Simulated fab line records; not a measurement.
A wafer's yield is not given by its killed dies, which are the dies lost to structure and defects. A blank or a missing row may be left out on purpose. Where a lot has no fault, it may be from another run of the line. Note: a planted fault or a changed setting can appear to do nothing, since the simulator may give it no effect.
What tool caused it? / flow sky130 / Sampling: 11 lots, 33 wafers, 3 of 708 route steps

## WHAT THE GAUGES READ, wafer by wafer
SKY_NWELL_TW_MEAS_26.
lot=L142; measured=day 5 05:01; on=film_metro-04; NWELL_2_TW=499 501 499
lot=L144; measured=day 5 16:34; on=film_metro-02; NWELL_2_TW=495 493 496
lot=L145; measured=day 6 23:58; on=film_metro-02; NWELL_2_TW=497 499 495
lot=L148; measured=day 7 11:06; on=film_metro-02; NWELL_2_TW=504 504 505
lot=L151; measured=day 7 20:11; on=film_metro-02; NWELL_2_TW=505 501 509
lot=L153; measured=day 8 12:01; on=film_metro-02; NWELL_2_TW=501 500 502
lot=L154; measured=day 8 11:42; on=film_metro-04; NWELL_2_TW=488 487 485
lot=L155; measured=day 8 16:58; on=film_metro-03; NWELL_2_TW=491 490 488
lot=L159; measured=day 9 13:33; on=film_metro-02; NWELL_2_TW=501 505 504
lot=L160; measured=day 9 20:34; on=film_metro-04; NWELL_2_TW=500 498 500
lot=L165; measured=day 11 02:46; on=film_metro-02; NWELL_2_TW=502 500 499

## EACH LOT AND THE TOOL THAT RAN IT (in order: tool; ch and the chambers of the sampled wafers; start)
lot=L142; SKY_FIELD_ISO_ETCH_17=rie_si-01 ch 1,2,3, day 2 05:46; SKY_NWELL_IMPLANT_24=implanter-03 ch 0, day 5 04:46
lot=L144; SKY_FIELD_ISO_ETCH_17=rie_si-01 ch 1,2, day 2 14:15; SKY_NWELL_IMPLANT_24=implanter-04 ch 0, day 5 16:19
lot=L145; SKY_FIELD_ISO_ETCH_17=rie_si-01 ch 0,1,3, day 2 20:53; SKY_NWELL_IMPLANT_24=implanter-01 ch 0, day 6 23:45
lot=L148; SKY_FIELD_ISO_ETCH_17=rie_si-01 ch 2,3, day 3 12:22; SKY_NWELL_IMPLANT_24=implanter-04 ch 0, day 7 10:51
lot=L151; SKY_FIELD_ISO_ETCH_17=rie_si-02 ch 0,1,2, day 4 05:07; SKY_NWELL_IMPLANT_24=implanter-01 ch 0, day 7 19:58
lot=L153; SKY_FIELD_ISO_ETCH_17=rie_si-01 ch 0,1, day 4 23:58; SKY_NWELL_IMPLANT_24=implanter-04 ch 0, day 8 11:46
lot=L154; SKY_FIELD_ISO_ETCH_17=rie_si-02 ch 0,1, day 5 00:11; SKY_NWELL_IMPLANT_24=implanter-01 ch 0, day 8 11:27
lot=L155; SKY_FIELD_ISO_ETCH_17=rie_si-01 ch 0,3, day 5 03:44; SKY_NWELL_IMPLANT_24=implanter-01 ch 0, day 8 16:43
lot=L159; SKY_FIELD_ISO_ETCH_17=rie_si-01 ch 1,2, day 5 21:10; SKY_NWELL_IMPLANT_24=implanter-04 ch 0, day 9 13:18
lot=L160; SKY_FIELD_ISO_ETCH_17=rie_si-01 ch 0,1,2, day 6 04:15; SKY_NWELL_IMPLANT_24=implanter-04 ch 0, day 9 20:19
lot=L165; SKY_FIELD_ISO_ETCH_17=rie_si-01 ch 0,2,3, day 7 05:59; SKY_NWELL_IMPLANT_24=implanter-01 ch 0, day 11 02:31
- SKY_FIELD_ISO_ETCH_17: etches Si in HBr/Cl2/O2, target depth 342 nm, time 97.7 s.
- SKY_NWELL_IMPLANT_24

## THE ANSWER, worked out from the rows above alone
Rule: what is usual is taken from the lots themselves. Put in order of their means at a reading, lots are off if they are a third of the lots or fewer, leave a main group of 4 or more, and stand apart from it by a gap of 3 or more times the standard deviation of the main group's means; of several such gaps the widest counts. A main group is skipped when, at the precision printed for the reading in the tables above, its means are all equal. A lot without any number at a reading at which 4 lots or more have one is off too. All remaining lots with rows at the step are treated as sound.
No lot is off on any of the readings shown, so nothing can be concluded from this.

## WHAT THE SIMULATOR HAD INSERTED
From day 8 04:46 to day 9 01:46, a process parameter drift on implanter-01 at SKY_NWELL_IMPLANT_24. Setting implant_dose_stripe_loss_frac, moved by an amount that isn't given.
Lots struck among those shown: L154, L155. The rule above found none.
